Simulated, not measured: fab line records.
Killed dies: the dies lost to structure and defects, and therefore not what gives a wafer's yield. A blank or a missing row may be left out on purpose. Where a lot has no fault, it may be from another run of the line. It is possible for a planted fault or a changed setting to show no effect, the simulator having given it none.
fab line records	flow gf180mcu	part 1 of 2: steps 1 to 23 of 32
[record] lots = 5	wafers = 15	last_day = 33
route steps=602 shown V4@486 MIM@503
lots that met no fault: taken from a fault-free run of the same line
start_h: the number of hours between the record's first day and the start of the first shown wafer of the lot	wait_h: hours elapsed since this lot's preceding step	" identical to the entry in the row above	L1.1+2: one row covering several wafers at once	- no value present, or no start provided	* or withheld: withheld	< > ~ a bound
route shown NAME@n: NAME is a module with steps in the file, n the number in the route of the first one	usual: average and standard deviation across the fault-free wafers	same: alike in all rows	chamber/n: place in a boat	sites: per-site readings	_std_site: the values' standard deviation	_edge_site: inner sites' mean taken away from outer sites' mean	radius_mm: for every site, how far away it sits from the centre of the wafer	mask NAME#n: copy n	behind: the last tool/chamber to shape the wafer	hold: the reason the lot was held/the length of the hold in hours/how it ended	device: transistor that didn't switch, given as n, p or np	end of line: the same wafers' tests at the end of the route	step lacking rows: just its recipe	killed: not the wafer's yield, but the dies lost to structure and defects at the first sort	map: a wafer's dies, marking killed ones x, the rest . and places with no die _
set.NAME: setting as actually run; set.NAME@STEP: the setting as run at that earlier step	model.NAME: the simulator's own value behind a step, which no gauge read
lots at some steps of the route; a table a step, a row a wafer
services: when a tool's chamber went out of use (start_h, in hours from the record's first day, below 0 if earlier), for how many hours, and the reason
[[steps]]
[step GF_V4_SOFTBAKE_10]
[recipe] temp_c = 130	time_s = 60	resist = KrF
[usual] exhaust_pa = 44.9/0.93
lot.wafer	tool	chamber	start_h	wait_h	exhaust_pa
L075.1	litho_track-04	0	-	-	44.0
L075.4	"	0	"	"	45.1
L075.6	"	0	"	"	44.2
L083.2	litho_track-04	0	-	-	45.1
L083.4	"	0	"	"	44.3
L083.5	"	0	"	"	44.1
L085.1	litho_track-04	0	-	-	44.7
L085.3	"	0	"	"	44.7
L085.4	"	0	"	"	45.2
L090.1	litho_track-01	0	-	-	44.3
L090.2	"	0	"	"	45.1
L090.4	"	0	"	"	45.5
L093.1	litho_track-03	0	-	-	43.2
L093.4	"	0	"	"	44.1
L093.6	"	0	"	"	44.8
[step GF_V4_EXPOSE_11]
[recipe] mask_id = Via4	target_cd_nm = 260	na = 0.68	source_shape = conventional	sigma_outer = 0.6	dose_mj = 38
[usual] reticle_temp_C = 23.00/0.1
lot.wafer	tool	chamber	start_h	wait_h	mask	reticle_temp_C
L075.1	krf_scanner-01	0	-	-	Via4#0	23.11
L075.4	"	0	"	"	Via4#0	22.86
L075.6	"	0	"	"	Via4#0	22.98
L083.2	krf_scanner-01	0	-	-	Via4#0	22.99
L083.4	"	0	"	"	Via4#0	23.22
L083.5	"	0	"	"	Via4#0	23.15
L085.1	krf_scanner-02	0	-	-	Via4#0	23.00
L085.3	"	0	"	"	Via4#0	22.92
L085.4	"	0	"	"	Via4#0	23.03
L090.1	krf_scanner-02	0	-	-	Via4#0	22.95
L090.2	"	0	"	"	Via4#0	22.94
L090.4	"	0	"	"	Via4#0	22.80
L093.1	krf_scanner-02	0	-	-	Via4#0	22.97
L093.4	"	0	"	"	Via4#0	22.95
L093.6	"	0	"	"	Via4#0	22.98
[step GF_V4_PEB_12]
[recipe] peb_temp_c = 135	peb_time_s = 90	resist = KrF
[usual] exhaust_pa = 45.0/0.83
lot.wafer	tool	chamber	start_h	wait_h	exhaust_pa
L075.1	litho_track-04	0	-	-	45.4
L075.4	"	0	"	"	44.2
L075.6	"	0	"	"	45.2
L083.2	litho_track-03	0	-	-	44.9
L083.4	"	0	"	"	45.2
L083.5	"	0	"	"	44.3
L085.1	litho_track-03	0	-	-	44.3
L085.3	"	0	"	"	44.8
L085.4	"	0	"	"	45.3
L090.1	litho_track-01	0	-	-	46.1
L090.2	"	0	"	"	44.5
L090.4	"	0	"	"	45.2
L093.1	litho_track-04	0	-	-	45.1
L093.4	"	0	"	"	43.4
L093.6	"	0	"	"	45.9
[step GF_V4_DEVELOP_13]
[recipe] develop_time_s = 60	resist = KrF	dev_temp_c = 21
[usual] developer_temp_C = 21.00/0.1	exhaust_pa = 45.0/1
[same] develop_time_s = 60
lot.wafer	tool	chamber	start_h	wait_h	developer_temp_C	exhaust_pa
L075.1	litho_track-04	0	575.38	0.2	20.97	42.2
L075.4	"	0	"	"	21.07	43.7
L075.6	"	0	"	"	21.06	42.9
L083.2	litho_track-03	0	635.13	0.2	21.10	45.1
L083.4	"	0	"	"	21.07	44.6
L083.5	"	0	"	"	21.05	45.0
L085.1	litho_track-03	0	650.46	0.2	20.99	46.1
L085.3	"	0	"	"	21.01	45.6
L085.4	"	0	"	"	21.12	43.8
L090.1	litho_track-01	0	684.36	0.2	21.23	43.9
L090.2	"	0	"	"	21.19	44.2
L090.4	"	0	"	"	21.14	45.1
L093.1	litho_track-04	0	701.88	0.2	20.90	45.7
L093.4	"	0	"	"	21.04	44.4
L093.6	"	0	"	"	20.82	44.6
[step GF_V4_CD_MEAS_14]
[recipe] target_cd_nm = 260
[usual] cd_nm = 260.4/1.2
lot.wafer	tool	chamber	start_h	wait_h	cd_nm
L075.1	cd_sem-01	-	575.53	0.1	261.8
L075.4	"	-	"	"	260.6
L075.6	"	-	"	"	262.5
L083.2	cd_sem-02	-	635.28	0.1	258.9
L083.4	"	-	"	"	258.2
L083.5	"	-	"	"	257.8
L085.1	cd_sem-01	-	650.61	0.1	260.8
L085.3	"	-	"	"	260.2
L085.4	"	-	"	"	261.2
L090.1	cd_sem-01	-	684.51	0.1	260.6
L090.2	"	-	"	"	260.7
L090.4	"	-	"	"	260.7
L093.1	cd_sem-01	-	702.03	0.1	259.5
L093.4	"	-	"	"	259.2
L093.6	"	-	"	"	259.2
[step GF_V4_OVL_MEAS_15]
[usual] V4_OVL = 4/4.8
lot.wafer	tool	chamber	start_h	wait_h	V4_OVL[nm]
L075.1	overlay-02	-	575.65	0.1	7
L075.4	"	-	"	"	4
L075.6	"	-	"	"	3
L083.2	overlay-01	-	635.38	0.1	2
L083.4	"	-	"	"	8
L083.5	"	-	"	"	10
L085.1	overlay-01	-	650.73	0.1	0
L085.3	"	-	"	"	6
L085.4	"	-	"	"	8
L090.1	overlay-02	-	684.63	0.1	-4
L090.2	"	-	"	"	-5
L090.4	"	-	"	"	-5
L093.1	overlay-01	-	702.15	0.1	-1
L093.4	"	-	"	"	5
L093.6	"	-	"	"	1
[step GF_V4_ETCH_16]
[recipe] chemistry = N2/H2	target_depth_a = withheld	overetch_a = withheld	time_s = withheld	target = BARC	ion_energy_ev = 200	source_w = 500	bias_w = 100	pressure_mtorr = 30	n2_flow_sccm = 100	h2_flow_sccm = 200
[usual] drypump_motor_current_A = 5.6/0.48	oes_product_au = 0.855/0.0051	throttle_valve_pct = 13.225/0.0092
lot.wafer	tool	chamber	start_h	wait_h	drypump_motor_current_A	oes_product_au	throttle_valve_pct
L075.1	rie_diel-02	3	575.68	0.0	5.3	0.858	13.233
L075.4	"	0	"	"	4.8	0.855	13.242
L075.6	"	0	"	"	4.8	0.846	13.238
L083.2	rie_diel-03	1	635.41	0.0	5.8	0.851	13.216
L083.4	"	1	"	"	5.7	0.852	13.240
L083.5	"	0	"	"	5.2	0.862	13.240
L085.1	rie_diel-02	2	650.76	0.0	5.8	0.859	13.221
L085.3	"	1	"	"	5.0	0.859	13.229
L085.4	"	0	"	"	4.8	0.841	13.220
L090.1	rie_diel-01	2	684.67	0.0	5.2	0.849	13.223
L090.2	"	0	"	"	6.0	0.853	13.225
L090.4	"	1	"	"	5.6	0.854	13.218
L093.1	rie_diel-02	0	702.18	0.0	4.8	0.846	13.228
L093.4	"	2	"	"	5.8	0.859	13.243
L093.6	"	3	"	"	5.2	0.851	13.229
[step GF_V4_ETCH_17]
[recipe] chemistry = C4F8/O2/Ar	mask_material = KrF	target = SiO2	stop_on = TiN	source_w = 1500	bias_w = 1200	pressure_mtorr = 40	c4f8_flow_sccm = withheld	O2_flow_sccm = 6	Ar_flow_sccm = 300	time_s = withheld	target_depth_a = 6300
[usual] oes_product_au = 0.856/0.0042
lot.wafer	tool	chamber	start_h	wait_h	oes_product_au
L075.1	rie_diel-02	3	-	-	0.853
L075.4	"	0	"	"	0.866
L075.6	"	0	"	"	0.856
L083.2	rie_diel-03	1	-	-	0.856
L083.4	"	1	"	"	0.857
L083.5	"	0	"	"	0.858
L085.1	rie_diel-02	2	-	-	0.851
L085.3	"	1	"	"	0.858
L085.4	"	0	"	"	0.848
L090.1	rie_diel-01	2	-	-	0.861
L090.2	"	0	"	"	0.860
L090.4	"	1	"	"	0.863
L093.1	rie_diel-02	0	-	-	0.857
L093.4	"	2	"	"	0.856
L093.6	"	3	"	"	0.859
[step GF_V4_STRIP_18]
[recipe] chemistry = O2/N2	power_w = 1400	pressure_mtorr = 1500	platen_temp_c = 250	o2_flow_sccm = 3000	n2_flow_sccm = 300	overash_fraction = 0.5
[usual] drypump_motor_current_A = 5.8/0.46	heater_power_w = 311/30	oes_product_au = 0.593/0.0052
lot.wafer	tool	chamber	start_h	wait_h	drypump_motor_current_A	heater_power_w	oes_product_au	rf_hours_counter_h
L075.1	plasma_asher-02	0	575.81	-	6.3	290	0.594	78
L075.4	"	0	"	"	6.3	280	0.600	-
L075.6	"	1	"	"	6.3	313	0.601	-
L083.2	plasma_asher-02	0	635.54	-	6.2	277	0.598	86
L083.4	"	0	"	"	6.2	273	0.603	-
L083.5	"	1	"	"	6.3	316	0.589	-
L085.1	plasma_asher-02	0	650.89	-	6.3	276	0.593	88
L085.3	"	0	"	"	6.3	286	0.605	-
L085.4	"	1	"	"	6.2	305	0.594	-
L090.1	plasma_asher-02	0	684.79	-	6.3	283	0.591	92
L090.2	"	1	"	"	6.2	303	0.596	92
L090.4	"	1	"	"	6.2	303	0.593	-
L093.1	plasma_asher-04	1	702.31	-	5.2	360	0.598	24
L093.4	"	1	"	"	5.2	356	0.590	-
L093.6	"	1	"	"	5.2	359	0.594	-
[step GF_V4_STRIP_19]
[recipe] chemistry = post_etch_residue_remover	time_s = 1200	temp_c = 72.5
[usual] temp_c = 72.48/0.12
lot.wafer	tool	chamber	start_h	wait_h	temp_c
L075.1	wet_bench-03	2	575.91	0.1	72.27
L075.4	"	2	"	"	72.29
L075.6	"	2	"	"	72.22
L083.2	wet_bench-02	1	635.64	0.1	72.43
L083.4	"	1	"	"	72.43
L083.5	"	1	"	"	72.43
L085.1	wet_bench-02	0	650.99	0.1	72.33
L085.3	"	0	"	"	72.55
L085.4	"	0	"	"	72.40
L090.1	wet_bench-02	0	684.89	0.1	72.37
L090.2	"	0	"	"	72.41
L090.4	"	0	"	"	72.41
L093.1	wet_bench-03	3	702.41	0.1	72.74
L093.4	"	3	"	"	72.52
L093.6	"	3	"	"	72.62
[step GF_V4_CLEAN_20]
[recipe] chemistry = DIW	dry = n2_spin
lot.wafer	tool	chamber	start_h	wait_h
L075.1+4+6	wet_bench-02	3	576.25	0.0
L083.2+4+5	wet_bench-02	1	635.98	0.0
L085.1+3+4	wet_bench-03	2	651.36	0.0
L090.1+2+4	wet_bench-03	3	685.27	0.0
L093.1+4+6	wet_bench-01	3	702.75	0.0
[step GF_V4_SPUTTER_21]
[recipe] material = Ti	target_thk_nm = 15	chamber_pressure_pa = 5	power_w = 2500	substrate_temp_c = 200	time_s = 80.02
[usual] cathode_dc_power_W = 2500.0/0.46	substrate_temp_c = 200.03/0.17	throttle_valve_pct = 30.3/0.9
lot.wafer	tool	chamber	start_h	wait_h	cathode_dc_power_W	substrate_temp_c	throttle_valve_pct
L075.1	pvd_sputter-02	-	576.35	0.0	2499.5	200.11	30.5
L075.4	"	-	"	"	2500.6	199.80	29.0
L075.6	"	-	"	"	2499.6	200.15	30.5
L083.2	pvd_sputter-02	-	636.08	0.0	2499.2	200.19	30.1
L083.4	"	-	"	"	2500.4	200.17	32.1
L083.5	"	-	"	"	2500.0	200.48	31.8
L085.1	pvd_sputter-04	-	651.46	0.0	2500.5	200.13	30.9
L085.3	"	-	"	"	2500.8	199.93	30.8
L085.4	"	-	"	"	2499.7	199.99	30.2
L090.1	pvd_sputter-04	-	685.36	0.0	2499.3	200.26	29.5
L090.2	"	-	"	"	2499.0	199.81	31.0
L090.4	"	-	"	"	2500.3	199.95	30.4
L093.1	pvd_sputter-01	-	702.84	0.0	2499.5	199.97	28.9
L093.4	"	-	"	"	2500.4	199.93	30.1
L093.6	"	-	"	"	2499.6	200.03	28.5
[step GF_V4_SPUTTER_22]
[recipe] material = TiN	target_thk_nm = 10	chamber_pressure_pa = 5	power_w = 4000	time_s = 40
[usual] cathode_dc_power_W = 4000.0/0.71	throttle_valve_pct = 30.3/0.89
lot.wafer	tool	chamber	start_h	wait_h	cathode_dc_power_W	throttle_valve_pct
L075.1	pvd_sputter-02	-	576.41	0.0	3999.1	30.7
L075.4	"	-	"	"	4000.0	29.2
L075.6	"	-	"	"	3999.2	30.6
L083.2	pvd_sputter-02	-	636.14	0.0	4000.2	30.1
L083.4	"	-	"	"	4001.2	32.0
L083.5	"	-	"	"	3999.2	31.5
L085.1	pvd_sputter-04	-	651.52	0.0	4000.2	31.0
L085.3	"	-	"	"	4000.2	31.0
L085.4	"	-	"	"	4000.9	30.3
L090.1	pvd_sputter-04	-	685.42	0.0	3999.8	29.8
L090.2	"	-	"	"	3999.3	31.2
L090.4	"	-	"	"	4000.0	30.0
L093.1	pvd_sputter-01	-	702.90	0.0	3999.7	28.8
L093.4	"	-	"	"	4000.4	30.4
L093.6	"	-	"	"	4000.3	28.9
[step GF_V4_CVD_23]
[recipe] material = W	target_thk_nm = 350	time_s = 104.9	temp_c = 400	pressure_torr = 40
[usual] heater_power_w = 918/98
lot.wafer	tool	chamber	start_h	wait_h	heater_power_w
L075.1	cvd_w-02	1	576.45	0.0	938
L075.4	"	1	"	"	976
L075.6	"	0	"	"	846
L083.2	cvd_w-02	0	636.18	0.0	854
L083.4	"	1	"	"	952
L083.5	"	1	"	"	962
L085.1	cvd_w-02	0	651.56	0.0	831
L085.3	"	0	"	"	828
L085.4	"	1	"	"	975
L090.1	cvd_w-01	0	685.46	0.0	1063
L090.2	"	1	"	"	834
L090.4	"	1	"	"	830
L093.1	cvd_w-01	1	702.94	0.0	799
L093.4	"	1	"	"	781
L093.6	"	0	"	"	1090
[step GF_V4_RS_MEAS_24]
[recipe] thk_meas_gauge = four-point-probe	reads = W_of_V4_CVD_23+TiN_of_V4_SPUTTER_22+Ti_of_V4_SPUTTER_21
[usual] V4_W_RS = 0.329/0.0052
lot.wafer	tool	chamber	start_h	wait_h	V4_W_RS[ohm/sq]
L075.1	film_metro-03	-	576.57	0.1	0.335
L075.4	"	-	"	"	0.334
L075.6	"	-	"	"	0.331
L083.2	film_metro-04	-	636.31	0.1	0.334
L083.4	"	-	"	"	0.339
L083.5	"	-	"	"	0.333
L085.1	film_metro-04	-	651.67	0.1	0.325
L085.3	"	-	"	"	0.331
L085.4	"	-	"	"	0.334
L090.1	film_metro-01	-	685.57	0.1	0.323
L090.2	"	-	"	"	0.321
L090.4	"	-	"	"	0.319
L093.1	film_metro-03	-	703.06	0.1	0.329
L093.4	"	-	"	"	0.326
L093.6	"	-	"	"	0.318
[step GF_V4_THK_MEAS_25]
[recipe] thk_meas_gauge = xrf	reads = W_of_V4_CVD_23
[usual] V4_W_THK = 358/7.5
lot.wafer	tool	chamber	start_h	wait_h	V4_W_THK[nm]
L075.1	film_metro-03	-	576.69	0.1	355
L075.4	"	-	"	"	356
L075.6	"	-	"	"	361
L083.2	film_metro-04	-	636.42	0.1	355
L083.4	"	-	"	"	351
L083.5	"	-	"	"	357
L085.1	film_metro-04	-	651.79	0.1	356
L085.3	"	-	"	"	351
L085.4	"	-	"	"	347
L090.1	film_metro-01	-	685.69	0.1	370
L090.2	"	-	"	"	370
L090.4	"	-	"	"	374
L093.1	film_metro-03	-	703.18	0.1	363
L093.4	"	-	"	"	367
L093.6	"	-	"	"	375
[step GF_V4_CMP_26]
[recipe] stop_on = SiO2	down_force_psi = 3.5	platen_rpm = 60	t_overpolish_s = 15	target_thk_nm = 0	pad_velocity_m_s = 0.94248
[usual] motor_current_A = 11.4/0.81	overpolish_run_s = 15.000/0.0091	time_to_endpoint_s = 85/3.2
lot.wafer	tool	chamber	start_h	wait_h	motor_current_A	overpolish_run_s	time_to_endpoint_s
L075.1	cmp-01	0	577.11	0.4	11.2	14.999	91
L075.4	"	1	"	"	11.3	14.986	88
L075.6	"	2	"	"	10.5	15.006	85
L083.2	cmp-01	3	636.57	0.1	10.4	14.996	81
L083.4	"	0	"	"	11.6	14.994	83
L083.5	"	1	"	"	10.7	15.001	87
L085.3	cmp-01	3	651.85	0.0	10.8	15.000	85
L085.4	"	0	"	"	10.5	15.004	90
L085.1	"	1	"	"	11.6	14.988	91
L090.2	cmp-01	0	685.87	0.2	11.4	15.000	89
L090.4	"	1	"	"	11.7	15.007	92
L090.1	"	2	"	"	9.7	14.987	87
L093.1	cmp-02	2	703.29	0.1	12.9	15.011	91
L093.4	"	0	"	"	10.8	15.000	89
L093.6	"	1	"	"	11.8	14.994	91
[step GF_MIM_SPUTTER_00]
[recipe] material = Ti	target_thk_nm = 37.5	arriving_ion_energy_ev = 80	substrate_temp_c = 200	chamber_pressure_pa = 2	power_w = 4000	time_s = 150
[usual] cathode_dc_power_W = 4000.0/0.74	substrate_temp_c = 200.02/0.17	throttle_valve_pct = 30.1/1
lot.wafer	tool	chamber	start_h	wait_h	cathode_dc_power_W	substrate_temp_c	throttle_valve_pct
L075.1	pvd_sputter-04	-	577.31	0.1	3999.8	200.18	30.9
L075.4	"	-	"	"	4001.2	200.18	30.7
L075.6	"	-	"	"	3999.0	199.92	30.3
L083.2	pvd_sputter-04	-	636.77	0.1	3999.9	200.11	31.2
L083.4	"	-	"	"	4000.3	200.10	30.7
L083.5	"	-	"	"	4000.2	199.90	29.8
L085.1	pvd_sputter-03	-	652.15	0.1	4000.0	199.83	33.3
L085.3	"	-	"	"	3999.5	200.10	29.3
L085.4	"	-	"	"	3999.6	200.02	29.3
L090.1	pvd_sputter-01	-	686.12	0.1	3999.2	199.79	29.9
L090.2	"	-	"	"	4001.2	199.89	28.8
L090.4	"	-	"	"	4000.4	200.05	30.4
L093.1	pvd_sputter-01	-	703.54	0.2	4000.4	200.10	30.0
L093.4	"	-	"	"	3999.8	199.71	28.8
L093.6	"	-	"	"	3999.6	200.14	30.5
[step GF_MIM_SPUTTER_01]
[recipe] material = TiN	target_thk_nm = 30	power_w = 6500	time_s = 25	chamber_pressure_pa = 0.4
[usual] cathode_dc_power_W = 6500.0/1.2	throttle_valve_pct = 30.1/1
lot.wafer	tool	chamber	start_h	wait_h	cathode_dc_power_W	throttle_valve_pct
L075.1	pvd_sputter-04	-	577.41	0.1	6501.5	31.1
L075.4	"	-	"	"	6500.6	30.5
L075.6	"	-	"	"	6500.9	30.4
L083.2	pvd_sputter-04	-	636.87	0.1	6500.0	31.2
L083.4	"	-	"	"	6499.7	30.7
L083.5	"	-	"	"	6499.5	29.6
L085.1	pvd_sputter-03	-	652.25	0.1	6499.6	32.7
L085.3	"	-	"	"	6500.1	29.5
L085.4	"	-	"	"	6500.7	29.2
L090.1	pvd_sputter-01	-	686.22	0.1	6501.4	30.0
L090.2	"	-	"	"	6498.2	28.5
L090.4	"	-	"	"	6499.7	30.6
L093.1	pvd_sputter-01	-	703.64	0.1	6499.2	29.8
L093.4	"	-	"	"	6499.4	28.8
L093.6	"	-	"	"	6501.6	30.7
[step GF_MIM_SPUTTER_02]
[recipe] material = AlCu	target_thk_nm = 450	power_w = 10600	time_s = 23.9	chamber_pressure_pa = 0.4
[usual] cathode_dc_power_W = 10600/1.9	throttle_valve_pct = 30.1/1
lot.wafer	tool	chamber	start_h	wait_h	cathode_dc_power_W	throttle_valve_pct
L075.1	pvd_sputter-04	-	577.44	0.0	10599	31.1
L075.4	"	-	"	"	10601	30.7
L075.6	"	-	"	"	10600	30.4
L083.2	pvd_sputter-04	-	636.90	0.0	10598	30.9
L083.4	"	-	"	"	10598	30.5
L083.5	"	-	"	"	10599	29.7
L085.1	pvd_sputter-03	-	652.28	0.0	10598	32.8
L085.3	"	-	"	"	10599	29.7
L085.4	"	-	"	"	10600	29.2
L090.1	pvd_sputter-01	-	686.25	0.0	10600	29.8
L090.2	"	-	"	"	10601	28.8
L090.4	"	-	"	"	10599	30.5
L093.1	pvd_sputter-01	-	703.67	0.0	10600	29.9
L093.4	"	-	"	"	10600	28.7
L093.6	"	-	"	"	10599	30.2
[step GF_MIM_SPUTTER_03]
[recipe] material = Ti	target_thk_nm = 10	substrate_temp_c = 300	chamber_pressure_pa = 0.3	power_w = 3000	time_s = 6.7
[usual] cathode_dc_power_W = 2999.9/0.5	substrate_temp_c = 300.03/0.2	throttle_valve_pct = 30.1/1
lot.wafer	tool	chamber	start_h	wait_h	cathode_dc_power_W	substrate_temp_c	throttle_valve_pct
L075.1	pvd_sputter-04	-	577.47	0.0	3000.0	300.17	31.2
L075.4	"	-	"	"	3000.0	300.40	30.7
L075.6	"	-	"	"	3000.1	300.21	30.3
L083.2	pvd_sputter-04	-	636.93	0.0	2999.8	299.97	31.1
L083.4	"	-	"	"	2999.1	300.08	30.9
L083.5	"	-	"	"	3000.3	300.02	29.5
L085.1	pvd_sputter-03	-	652.31	0.0	3000.1	300.00	33.3
L085.3	"	-	"	"	2999.7	300.27	29.6
L085.4	"	-	"	"	2999.8	299.95	29.5
L090.1	pvd_sputter-01	-	686.28	0.0	3000.4	300.00	30.1
L090.2	"	-	"	"	2999.9	299.90	28.6
L090.4	"	-	"	"	3000.4	300.11	30.4
L093.1	pvd_sputter-01	-	703.70	0.0	3001.0	300.22	30.1
L093.4	"	-	"	"	2999.5	299.44	28.6
L093.6	"	-	"	"	2999.4	300.10	30.5
[step GF_MIM_SPUTTER_04]
[recipe] material = TiN	target_thk_nm = 50	power_w = 6500	time_s = 41.7	chamber_pressure_pa = 0.4145
[usual] cathode_dc_power_W = 6500.0/1.1	throttle_valve_pct = 30.1/1
lot.wafer	tool	chamber	start_h	wait_h	cathode_dc_power_W	throttle_valve_pct
L075.1	pvd_sputter-04	-	577.49	0.0	6498.8	31.2
L075.4	"	-	"	"	6500.7	30.8
L075.6	"	-	"	"	6498.6	30.3
L083.2	pvd_sputter-04	-	636.95	0.0	6500.9	30.9
L083.4	"	-	"	"	6498.8	30.8
L083.5	"	-	"	"	6500.5	29.7
L085.1	pvd_sputter-03	-	652.33	0.0	6500.4	33.0
L085.3	"	-	"	"	6499.3	29.2
L085.4	"	-	"	"	6500.4	29.4
L090.1	pvd_sputter-01	-	686.30	0.0	6498.7	29.8
L090.2	"	-	"	"	6499.5	28.9
L090.4	"	-	"	"	6500.5	30.5
L093.1	pvd_sputter-01	-	703.72	0.0	6500.7	30.0
L093.4	"	-	"	"	6499.6	28.6
L093.6	"	-	"	"	6502.9	30.3
[step GF_MIM_CVD_05]
[recipe] material = Si3N4	target_thk_nm = 42	temp_max_c = 400	temp_c = 385	time_s = 29.086	rf_w = 450
[usual] heater_power_w = 687/120
lot.wafer	tool	chamber	start_h	wait_h	heater_power_w
L075.1	pecvd-01	1	577.53	0.0	566
L075.4	"	2	"	"	741
L075.6	"	0	"	"	697
L083.2	pecvd-04	0	636.99	0.0	622
L083.4	"	0	"	"	599
L083.5	"	1	"	"	709
L085.1	pecvd-02	0	652.37	0.0	583
L085.3	"	1	"	"	950
L085.4	"	2	"	"	673
L090.1	pecvd-01	0	686.34	0.0	662
L090.2	"	2	"	"	768
L090.4	"	1	"	"	631
L093.1	pecvd-01	1	703.76	0.0	534
L093.4	"	1	"	"	530
L093.6	"	0	"	"	599
